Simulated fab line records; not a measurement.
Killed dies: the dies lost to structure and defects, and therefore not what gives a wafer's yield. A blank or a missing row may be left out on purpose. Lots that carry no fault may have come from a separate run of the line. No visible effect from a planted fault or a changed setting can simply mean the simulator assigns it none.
fab line records	flow sky130	part 1 of 2: steps 1 to 26 of 37
record: lots: 5	wafers: 15	last_day: 50
route steps=708 shown VIA2@520 METAL3@532 CAPM@537
lots that met no fault: taken from a fault-free run of the same line
start_h: start of the lot's first displayed wafer, in hours after the record's first day	wait_h: hours elapsed since this lot's preceding step	" unchanged from the row above	L1.1+2: a single row standing in for several wafers	- no value, or no start was given	* or withheld: withheld	< > ~ a bound
route shown NAME@n: names a module that has steps shown in the file, with the first one's number in the route	usual: the fault-free wafers' mean and standard deviation	same: alike in all rows	chamber/n: place in a boat	sites: each site's reading	_std_site: the standard deviation of these	_edge_site: inner sites' mean taken away from outer sites' mean	radius_mm: how far each site lies from the wafer's centre	mask NAME#n: copy n	behind: the most recent tool/chamber to have shaped the wafer	hold: reason for holding the lot/hours on hold/outcome of the hold	device: the n, p or np transistor that did not switch	end of line: the tests these same wafers got at the end of their route	step lacking rows: just its recipe	killed: not the wafer's yield, but the dies lost to structure and defects at the first sort	map: shows each die of a wafer: x if killed, . if not, _ if none is there
set.NAME: the setting that was run; set.NAME@STEP: the one run at that earlier step	model.NAME: the simulator's own value behind a step, which no gauge read
certain route steps with their lots: each step a table, each wafer a row
services: the hour from which a tool's chamber was out of use, counted from the record's first day as start_h (under 0 if before that day), plus the number of hours and why
== steps ==
step: SKY_VIA2_OVL_MEAS_13
usual: VIA2_OVL: 3/4.3
lot.wafer	tool	chamber	start_h	wait_h	VIA2_OVL[nm]
L080.3	overlay-02	-	893.83	0.1	3
L080.4	"	-	"	"	12
L080.6	"	-	"	"	8
L081.1	overlay-02	-	904.88	0.1	9
L081.4	"	-	"	"	9
L081.6	"	-	"	"	8
L090.1	overlay-01	-	969.97	0.1	-2
L090.2	"	-	"	"	0
L090.4	"	-	"	"	4
L094.2	overlay-01	-	994.34	0.1	8
L094.4	"	-	"	"	1
L094.5	"	-	"	"	0
L095.2	overlay-01	-	995.67	0.1	12
L095.3	"	-	"	"	1
L095.6	"	-	"	"	3
step: SKY_VIA2_ETCH_14
recipe: chemistry: N2/H2	target: BARC	ion_energy_ev: 200	source_w: 500	bias_w: 100	pressure_mtorr: 30	n2_flow_sccm: 100	h2_flow_sccm: 200	stop_on: SiO2	time_s: 45.9	target_depth_a: 600
usual: drypump_motor_current_A: 5.7/0.41	oes_product_au: 0.856/0.0048	rf_fwd_power_W: 494.2/2.6	throttle_valve_pct: 13.225/0.0093
lot.wafer	tool	chamber	start_h	wait_h	drypump_motor_current_A	oes_product_au	rf_fwd_power_W	rf_hours_counter_h	throttle_valve_pct
L080.3	rie_diel-03	3	893.85	0.0	5.9	0.849	492.4	23	13.238
L080.4	"	2	"	"	4.7	0.852	488.8	21	13.226
L080.6	"	3	"	"	5.8	0.863	494.5	-	13.211
L081.1	rie_diel-01	3	904.92	0.0	5.5	0.853	491.5	16	13.226
L081.4	"	2	"	"	5.9	0.850	490.1	8	13.226
L081.6	"	1	"	"	5.7	0.849	496.0	-	13.237
L090.1	rie_diel-03	3	970.01	0.0	5.9	0.860	496.4	25	13.228
L090.2	"	2	"	"	4.7	0.864	491.4	23	13.234
L090.4	"	0	"	"	5.9	0.847	493.7	0	13.223
L094.2	rie_diel-04	0	994.37	0.0	5.7	0.858	496.3	17	13.215
L094.4	"	3	"	"	5.7	0.864	496.7	15	13.217
L094.5	"	0	"	"	5.7	0.857	497.3	-	13.248
L095.2	rie_diel-01	1	995.70	0.0	5.7	0.846	495.0	13	13.215
L095.3	"	2	"	"	5.9	0.853	493.7	10	13.219
L095.6	"	0	"	"	6.0	0.853	494.0	-	13.216
step: SKY_VIA2_ETCH_15
recipe: target: SiO2	chemistry: C4F8/O2/Ar	target_depth_nm: 546	stop_on: TiN	mask_material: KrF-thick	source_w: 1500	bias_w: 1200	pressure_mtorr: 40	c4f8_flow_sccm: withheld	O2_flow_sccm: 6	Ar_flow_sccm: 300	time_s: 84
usual: oes_product_au: 0.939/0.0049	rf_fwd_power_W: 1489/5.9
lot.wafer	tool	chamber	start_h	wait_h	oes_product_au	rf_fwd_power_W	rf_hours_counter_h
L080.3	rie_diel-03	3	893.89	0.0	0.938	1495	23
L080.4	"	2	"	"	0.936	1474	21
L080.6	"	3	"	"	0.929	1495	-
L081.1	rie_diel-01	3	904.96	0.0	0.932	1493	16
L081.4	"	2	"	"	0.939	1484	8
L081.6	"	1	"	"	0.936	1486	-
L090.1	rie_diel-03	3	970.05	0.0	0.939	1488	25
L090.2	"	2	"	"	0.953	1481	23
L090.4	"	0	"	"	0.933	1496	1
L094.2	rie_diel-04	0	994.41	0.0	0.936	1501	17
L094.4	"	3	"	"	0.942	1490	15
L094.5	"	0	"	"	0.933	1492	-
L095.2	rie_diel-01	1	995.75	0.0	0.947	1492	14
L095.3	"	2	"	"	0.937	1483	10
L095.6	"	0	"	"	0.944	1490	-
step: SKY_VIA2_STRIP_16
recipe: chemistry: O2/N2	power_w: 1400	pressure_mtorr: 1500	platen_temp_c: withheld	o2_flow_sccm: 3000	n2_flow_sccm: 300	overash_fraction: 0.5
usual: drypump_motor_current_A: 5.8/0.5	oes_product_au: 0.398/0.004	strip_time_to_endpoint_s: 4.051/0.026
lot.wafer	tool	chamber	start_h	wait_h	drypump_motor_current_A	oes_product_au	rf_hours_counter_h	strip_time_to_endpoint_s
L080.3	plasma_asher-01	1	893.99	0.1	6.3	0.394	-	4.018
L080.4	"	0	"	"	5.5	0.386	-	4.015
L080.6	"	0	"	"	5.4	0.403	-	3.988
L081.1	plasma_asher-04	1	905.02	0.0	5.4	0.397	80	4.037
L081.4	"	1	"	"	5.4	0.405	-	4.053
L081.6	"	1	"	"	5.4	0.405	-	4.025
L090.1	plasma_asher-04	0	970.11	0.0	5.0	0.401	87	4.024
L090.2	"	1	"	"	5.4	0.395	87	4.010
L090.4	"	1	"	"	5.4	0.401	-	4.051
L094.2	plasma_asher-02	1	994.47	0.0	6.1	0.401	118	4.082
L094.4	"	1	"	"	6.2	0.397	-	4.030
L094.5	"	1	"	"	6.2	0.393	-	4.087
L095.2	plasma_asher-04	1	995.81	0.0	5.4	0.387	89	4.018
L095.3	"	1	"	"	5.4	0.399	-	4.078
L095.6	"	1	"	"	5.4	0.401	-	4.092
step: SKY_VIA2_STRIP_17
recipe: chemistry: post_etch_residue_remover	time_s: 1200	temp_c: 72.5
lot.wafer	tool	chamber	start_h	wait_h
L080.3+4+6	wet_bench-03	2	894.06	0.0
L081.1+4+6	wet_bench-03	3	905.12	0.1
L090.1+2+4	wet_bench-03	1	970.21	0.1
L094.2+4+5	wet_bench-01	0	994.57	0.1
L095.2+3+6	wet_bench-03	1	995.91	0.1
step: SKY_VIA2_CLEAN_18
recipe: chemistry: IPA	time_s: 180	temp_c: 25
lot.wafer	tool	chamber	start_h	wait_h
L080.3+4+6	wet_bench-01	3	894.40	0.0
L081.1+4+6	wet_bench-01	3	905.47	0.0
L090.1+2+4	wet_bench-04	3	970.90	0.0
L094.2+4+5	wet_bench-04	2	994.92	0.0
L095.2+3+6	wet_bench-01	2	996.65	0.0
step: SKY_VIA2_CLEAN_19
recipe: chemistry: O3/DIW	dry: n2_spin
lot.wafer	tool	chamber	start_h	wait_h
L080.3+4+6	wet_bench-04	2	894.46	0.0
L081.1+4+6	wet_bench-04	1	905.53	0.0
L090.1+2+4	wet_bench-01	0	970.96	0.0
L094.2+4+5	wet_bench-01	0	994.97	0.0
L095.2+3+6	wet_bench-04	3	996.71	0.0
step: SKY_VIA2_SPUTTER_20
recipe: material: TiN	target_thk_nm: 20	chamber_pressure_pa: 5	power_w: 4000	time_s: 80
usual: throttle_valve_pct: 30.8/1.3
lot.wafer	tool	chamber	start_h	wait_h	throttle_valve_pct
L080.3	pvd_sputter-03	-	894.57	0.0	29.5
L080.4	"	-	"	"	33.3
L080.6	"	-	"	"	29.5
L081.1	pvd_sputter-03	-	905.62	0.0	33.2
L081.4	"	-	"	"	31.3
L081.6	"	-	"	"	29.8
L090.1	pvd_sputter-03	-	971.05	0.0	31.2
L090.2	"	-	"	"	29.9
L090.4	"	-	"	"	33.2
L094.2	pvd_sputter-02	-	995.07	0.0	32.3
L094.4	"	-	"	"	29.5
L094.5	"	-	"	"	32.2
L095.2	pvd_sputter-02	-	996.80	0.0	30.1
L095.3	"	-	"	"	32.2
L095.6	"	-	"	"	31.2
step: SKY_VIA2_CVD_21
recipe: material: W	target_thk_nm: 420	time_s: 126.4	temp_c: 400	pressure_torr: 40
usual: heater_power_w: 918/97
lot.wafer	tool	chamber	start_h	wait_h	heater_power_w
L080.3	cvd_w-02	0	894.68	0.1	1032
L080.4	"	1	"	"	801
L080.6	"	0	"	"	1016
L081.1	cvd_w-02	1	905.68	0.0	829
L081.4	"	0	"	"	1011
L081.6	"	0	"	"	1027
L090.1	cvd_w-01	0	971.11	0.0	854
L090.2	"	1	"	"	927
L090.4	"	0	"	"	833
L094.2	cvd_w-01	1	995.13	0.0	971
L094.4	"	1	"	"	965
L094.5	"	1	"	"	950
L095.2	cvd_w-01	1	996.87	0.0	950
L095.3	"	1	"	"	931
L095.6	"	1	"	"	937
step: SKY_VIA2_RS_MEAS_22
recipe: thk_meas_gauge: four-point-probe	reads: W_of_VIA2_CVD_21+TiN_of_VIA2_SPUTTER_20
usual: VIA2_W_RS: 0.2744/0.0027
lot.wafer	tool	chamber	start_h	wait_h	VIA2_W_RS[ohm/sq]
L080.3	film_metro-01	-	894.80	0.1	0.2721
L080.4	"	-	"	"	0.2758
L080.6	"	-	"	"	0.2742
L081.1	film_metro-01	-	905.81	0.1	0.2742
L081.4	"	-	"	"	0.2696
L081.6	"	-	"	"	0.2717
L090.1	film_metro-03	-	971.24	0.1	0.2740
L090.2	"	-	"	"	0.2708
L090.4	"	-	"	"	0.2751
L094.2	film_metro-03	-	995.28	0.1	0.2743
L094.4	"	-	"	"	0.2710
L094.5	"	-	"	"	0.2716
L095.2	film_metro-04	-	997.02	0.1	0.2689
L095.3	"	-	"	"	0.2679
L095.6	"	-	"	"	0.2682
step: SKY_VIA2_THK_MEAS_23
recipe: thk_meas_gauge: xrf	reads: W_of_VIA2_CVD_21
usual: VIA2_W_THK: 430/7.4
lot.wafer	tool	chamber	start_h	wait_h	VIA2_W_THK[nm]
L080.3	film_metro-01	-	894.90	0.1	425
L080.4	"	-	"	"	421
L080.6	"	-	"	"	424
L081.1	film_metro-01	-	905.93	0.1	424
L081.4	"	-	"	"	430
L081.6	"	-	"	"	428
L090.1	film_metro-03	-	971.36	0.1	436
L090.2	"	-	"	"	440
L090.4	"	-	"	"	439
L094.2	film_metro-03	-	995.39	0.1	439
L094.4	"	-	"	"	442
L094.5	"	-	"	"	442
L095.2	film_metro-04	-	997.13	0.1	440
L095.3	"	-	"	"	441
L095.6	"	-	"	"	445
step: SKY_VIA2_CMP_24
recipe: stop_on: SiO2	t_overpolish_s: 20	down_force_psi: 3.5	platen_rpm: 60	target_thk_nm: 0	pad_velocity_m_s: 0.94248
usual: motor_current_A: 11.1/1.2	overpolish_run_s: 19.999/0.0094	platen_rpm: 60.01/0.044	time_to_endpoint_s: 100/3.1
lot.wafer	tool	chamber	start_h	wait_h	motor_current_A	overpolish_run_s	platen_rpm	time_to_endpoint_s
L080.3	cmp-01	0	894.99	0.1	10.3	20.020	60.00	98
L080.4	"	1	"	"	11.0	20.001	60.01	99
L080.6	"	3	"	"	10.0	19.992	59.98	106
L081.4	cmp-02	1	905.99	0.0	12.3	19.996	60.03	104
L081.1	"	2	"	"	10.5	19.997	60.11	97
L081.6	"	1	"	"	12.1	20.010	59.99	99
L090.4	cmp-02	2	971.42	0.0	9.9	20.006	60.00	105
L090.2	"	3	"	"	12.6	20.005	60.04	102
L090.1	"	0	"	"	10.1	19.994	59.94	102
L094.2	cmp-01	0	995.44	0.0	10.5	19.986	59.99	98
L094.4	"	2	"	"	9.9	20.001	59.97	106
L094.5	"	1	"	"	11.5	19.993	60.00	97
L095.3	cmp-01	3	997.23	0.1	10.2	20.007	59.95	102
L095.2	"	1	"	"	11.7	19.995	60.02	104
L095.6	"	3	"	"	9.9	19.989	60.04	109
step: SKY_METAL3_SPUTTER_00
recipe: material: Ti	target_thk_nm: 15	power_w: 3000	time_s: 10	chamber_pressure_pa: 0.4
usual: throttle_valve_pct: 30.6/1
lot.wafer	tool	chamber	start_h	wait_h	throttle_valve_pct
L080.3	pvd_sputter-02	-	895.24	0.2	30.2
L080.4	"	-	"	"	29.4
L080.6	"	-	"	"	31.1
L081.1	pvd_sputter-02	-	906.29	0.2	31.4
L081.4	"	-	"	"	32.2
L081.6	"	-	"	"	29.7
L090.1	pvd_sputter-04	-	971.72	0.1	29.4
L090.2	"	-	"	"	31.1
L090.4	"	-	"	"	30.2
L094.2	pvd_sputter-03	-	995.74	0.2	29.7
L094.4	"	-	"	"	29.5
L094.5	"	-	"	"	29.4
L095.2	pvd_sputter-04	-	997.48	0.1	29.9
L095.3	"	-	"	"	29.1
L095.6	"	-	"	"	31.0
step: SKY_METAL3_SPUTTER_01
recipe: material: TiN	target_thk_nm: 20	power_w: 6500	time_s: 16.7	chamber_pressure_pa: 0.4
usual: throttle_valve_pct: 30.6/1.1
lot.wafer	tool	chamber	start_h	wait_h	throttle_valve_pct
L080.3	pvd_sputter-02	-	895.27	0.0	30.2
L080.4	"	-	"	"	29.6
L080.6	"	-	"	"	31.5
L081.1	pvd_sputter-02	-	906.32	0.0	31.3
L081.4	"	-	"	"	32.4
L081.6	"	-	"	"	29.7
L090.1	pvd_sputter-04	-	971.74	0.0	29.1
L090.2	"	-	"	"	30.9
L090.4	"	-	"	"	29.9
L094.2	pvd_sputter-03	-	995.76	0.0	29.5
L094.4	"	-	"	"	29.7
L094.5	"	-	"	"	29.6
L095.2	pvd_sputter-04	-	997.50	0.0	30.6
L095.3	"	-	"	"	29.5
L095.6	"	-	"	"	31.0
step: SKY_METAL3_SPUTTER_02
recipe: material: AlCu	target_thk_nm: 735	power_w: 10600	time_s: 39.1	chamber_pressure_pa: 0.4
usual: throttle_valve_pct: 30.6/1
lot.wafer	tool	chamber	start_h	wait_h	throttle_valve_pct
L080.3	pvd_sputter-02	-	895.29	0.0	30.1
L080.4	"	-	"	"	29.7
L080.6	"	-	"	"	31.7
L081.1	pvd_sputter-02	-	906.34	0.0	31.5
L081.4	"	-	"	"	32.2
L081.6	"	-	"	"	29.6
L090.1	pvd_sputter-04	-	971.77	0.0	29.2
L090.2	"	-	"	"	30.8
L090.4	"	-	"	"	30.3
L094.2	pvd_sputter-03	-	995.79	0.0	29.9
L094.4	"	-	"	"	29.4
L094.5	"	-	"	"	29.5
L095.2	pvd_sputter-04	-	997.52	0.0	30.3
L095.3	"	-	"	"	29.2
L095.6	"	-	"	"	30.9
step: SKY_METAL3_SPUTTER_03
recipe: material: Ti	target_thk_nm: 5	power_w: 3000	time_s: 3.3	chamber_pressure_pa: 0.4
usual: throttle_valve_pct: 30.6/1
lot.wafer	tool	chamber	start_h	wait_h	throttle_valve_pct
L080.3	pvd_sputter-02	-	895.33	0.0	30.3
L080.4	"	-	"	"	29.7
L080.6	"	-	"	"	31.5
L081.1	pvd_sputter-02	-	906.38	0.0	31.6
L081.4	"	-	"	"	32.3
L081.6	"	-	"	"	29.6
L090.1	pvd_sputter-04	-	971.81	0.0	29.5
L090.2	"	-	"	"	30.9
L090.4	"	-	"	"	30.5
L094.2	pvd_sputter-03	-	995.82	0.0	29.8
L094.4	"	-	"	"	29.6
L094.5	"	-	"	"	29.8
L095.2	pvd_sputter-04	-	997.56	0.0	30.4
L095.3	"	-	"	"	29.1
L095.6	"	-	"	"	31.1
step: SKY_METAL3_SPUTTER_04
recipe: material: TiN	target_thk_nm: 70	power_w: 6500	time_s: 58.3	chamber_pressure_pa: 0.4
usual: throttle_valve_pct: 30.6/1
lot.wafer	tool	chamber	start_h	wait_h	throttle_valve_pct
L080.3	pvd_sputter-02	-	895.35	0.0	30.1
L080.4	"	-	"	"	30.0
L080.6	"	-	"	"	31.3
L081.1	pvd_sputter-02	-	906.40	0.0	31.6
L081.4	"	-	"	"	32.2
L081.6	"	-	"	"	29.8
L090.1	pvd_sputter-04	-	971.82	0.0	29.0
L090.2	"	-	"	"	30.5
L090.4	"	-	"	"	30.4
L094.2	pvd_sputter-03	-	995.84	0.0	29.3
L094.4	"	-	"	"	29.4
L094.5	"	-	"	"	29.4
L095.2	pvd_sputter-04	-	997.58	0.0	30.4
L095.3	"	-	"	"	29.2
L095.6	"	-	"	"	30.8
step: SKY_CAPM_CVD_00
recipe: material: SiO2	target_thk_nm: 15.5	temp_c: 400	time_s: withheld	rf_w: 450
usual: heater_power_w: 754/82	rf_fwd_power_W: 441.9/2.7
lot.wafer	tool	chamber	start_h	wait_h	heater_power_w	rf_fwd_power_W
L080.3	pecvd-04	0	895.41	0.0	860	445.4
L080.4	"	1	"	"	866	440.8
L080.6	"	1	"	"	858	440.7
L081.1	pecvd-04	1	906.45	0.0	860	439.9
L081.4	"	1	"	"	858	441.7
L081.6	"	1	"	"	852	439.8
L090.1	pecvd-02	2	971.87	0.0	802	443.6
L090.2	"	1	"	"	619	436.1
L090.4	"	0	"	"	794	440.3
L094.2	pecvd-02	1	995.89	0.0	656	438.9
L094.4	"	0	"	"	739	440.7
L094.5	"	1	"	"	669	437.9
L095.2	pecvd-04	1	997.63	0.0	811	442.9
L095.3	"	0	"	"	755	439.7
L095.6	"	1	"	"	799	443.5
step: SKY_CAPM_THK_MEAS_01
recipe: reads: SiO2_of_CAPM_CVD_00
usual: CAPM_CVD_00_THK: 15.52/0.22
lot.wafer	tool	chamber	start_h	wait_h	CAPM_CVD_00_THK[nm]
L080.3	film_metro-03	-	895.45	-	15.61
L080.4	"	-	"	"	15.37
L080.6	"	-	"	"	15.40
L081.1	film_metro-03	-	906.48	-	15.57
L081.4	"	-	"	"	15.78
L081.6	"	-	"	"	15.74
L090.1	film_metro-01	-	971.89	-	15.39
L090.2	"	-	"	"	15.37
L090.4	"	-	"	"	15.42
L094.2	film_metro-03	-	995.93	-	15.14
L094.4	"	-	"	"	15.42
L094.5	"	-	"	"	15.39
L095.2	film_metro-01	-	997.66	-	15.66
L095.3	"	-	"	"	15.24
L095.6	"	-	"	"	15.80
step: SKY_CAPM_SPUTTER_02
recipe: material: TiN	target_thk_nm: 200	temp_c: 300	power_w: 6500	time_s: 166.7	chamber_pressure_pa: 0.4
usual: substrate_temp_c: 299.99/0.17	throttle_valve_pct: 30.6/0.95
lot.wafer	tool	chamber	start_h	wait_h	substrate_temp_c	throttle_valve_pct
L080.3	pvd_sputter-02	-	895.49	0.0	299.96	30.4
L080.4	"	-	"	"	299.94	31.5
L080.6	"	-	"	"	300.08	31.3
L081.1	pvd_sputter-04	-	906.54	0.1	299.82	29.2
L081.4	"	-	"	"	300.00	31.1
L081.6	"	-	"	"	299.85	30.8
L090.1	pvd_sputter-01	-	971.95	0.1	299.67	32.0
L090.2	"	-	"	"	299.63	29.9
L090.4	"	-	"	"	299.77	32.2
L094.2	pvd_sputter-04	-	995.98	0.0	299.90	29.1
L094.4	"	-	"	"	300.03	31.1
L094.5	"	-	"	"	299.77	30.7
L095.2	pvd_sputter-02	-	997.71	0.0	300.01	31.3
L095.3	"	-	"	"	300.06	32.3
L095.6	"	-	"	"	299.88	29.7
step: SKY_CAPM_RS_MEAS_03
recipe: thk_meas_gauge: four-point-probe	reads: TiN_of_CAPM_SPUTTER_02
usual: CAPM_TIN_RS: 6.90/0.078
lot.wafer	tool	chamber	start_h	wait_h	CAPM_TIN_RS[ohm/sq]
L080.3	film_metro-02	-	895.64	0.1	6.98
L080.4	"	-	"	"	6.88
L080.6	"	-	"	"	6.91
L081.1	film_metro-02	-	906.65	0.1	6.86
L081.4	"	-	"	"	6.77
L081.6	"	-	"	"	6.92
L090.1	film_metro-03	-	972.06	0.1	6.86
L090.2	"	-	"	"	6.74
L090.4	"	-	"	"	6.80
L094.2	film_metro-01	-	996.11	0.1	6.90
L094.4	"	-	"	"	6.79
L094.5	"	-	"	"	6.90
L095.2	film_metro-02	-	997.84	0.1	6.92
L095.3	"	-	"	"	7.03
L095.6	"	-	"	"	6.99
step: SKY_CAPM_THK_MEAS_04
recipe: thk_meas_gauge: xrf	reads: TiN_of_CAPM_SPUTTER_02
usual: CAPM_TIN_THK: 201.6/2.8
lot.wafer	tool	chamber	start_h	wait_h	CAPM_TIN_THK[nm]
L080.3	film_metro-02	-	895.74	0.1	198.5
L080.4	"	-	"	"	200.7
L080.6	"	-	"	"	199.2
L081.1	film_metro-02	-	906.77	0.1	200.7
L081.4	"	-	"	"	202.2
L081.6	"	-	"	"	199.9
L090.1	film_metro-03	-	972.18	0.1	204.2
L090.2	"	-	"	"	208.1
L090.4	"	-	"	"	206.0
L094.2	film_metro-01	-	996.22	0.1	203.2
L094.4	"	-	"	"	206.5
L094.5	"	-	"	"	203.0
L095.2	film_metro-02	-	997.95	0.1	200.5
L095.3	"	-	"	"	197.9
L095.6	"	-	"	"	198.4
step: SKY_CAPM_DEHYDRATE_05
recipe: temp_c: 200	time_s: 60
lot.wafer	tool	chamber	start_h	wait_h
L080.3+4+6	litho_track-03	0	907.80	12.0
L081.1+4+6	litho_track-02	0	918.41	11.6
L090.1+2+4	litho_track-01	0	983.18	11.0
L094.2+4+5	litho_track-02	0	1007.04	10.8
L095.2+3+6	litho_track-01	0	1009.01	11.0
step: SKY_CAPM_HMDS_06
recipe: prime_time_s: 60	prime_temp_c: 120
lot.wafer	tool	chamber	start_h	wait_h
L080.3+4+6	litho_track-03	0	907.95	0.1
L081.1+4+6	litho_track-02	0	918.56	0.1
L090.1+2+4	litho_track-01	0	983.33	0.1
L094.2+4+5	litho_track-02	0	1007.19	0.1
L095.2+3+6	litho_track-01	0	1009.16	0.1
step: SKY_CAPM_COAT_07
recipe: resist: NOVOLAK	spin_rpm: 2965	resist_thk_nm: 1140
usual: dispense_pressure_kPa: 46/3.5
lot.wafer	tool	chamber	start_h	wait_h	dispense_pressure_kPa
L080.3	litho_track-03	0	908.10	0.1	49
L080.4	"	0	"	"	49
L080.6	"	0	"	"	49
L081.1	litho_track-02	0	918.71	0.1	49
L081.4	"	0	"	"	49
L081.6	"	0	"	"	49
L090.1	litho_track-01	0	983.48	0.1	42
L090.2	"	0	"	"	42
L090.4	"	0	"	"	42
L094.2	litho_track-02	0	1007.34	0.1	49
L094.4	"	0	"	"	49
L094.5	"	0	"	"	49
L095.2	litho_track-01	0	1009.31	0.1	42
L095.3	"	0	"	"	42
L095.6	"	0	"	"	42
step: SKY_CAPM_SOFTBAKE_08
recipe: temp_c: 90	time_s: 60	resist: NOVOLAK
lot.wafer	tool	chamber	start_h	wait_h
L080.3+4+6	litho_track-03	0	908.25	0.1
L081.1+4+6	litho_track-02	0	918.86	0.1
L090.1+2+4	litho_track-01	0	983.63	0.1
L094.2+4+5	litho_track-02	0	1007.49	0.1
L095.2+3+6	litho_track-01	0	1009.46	0.1
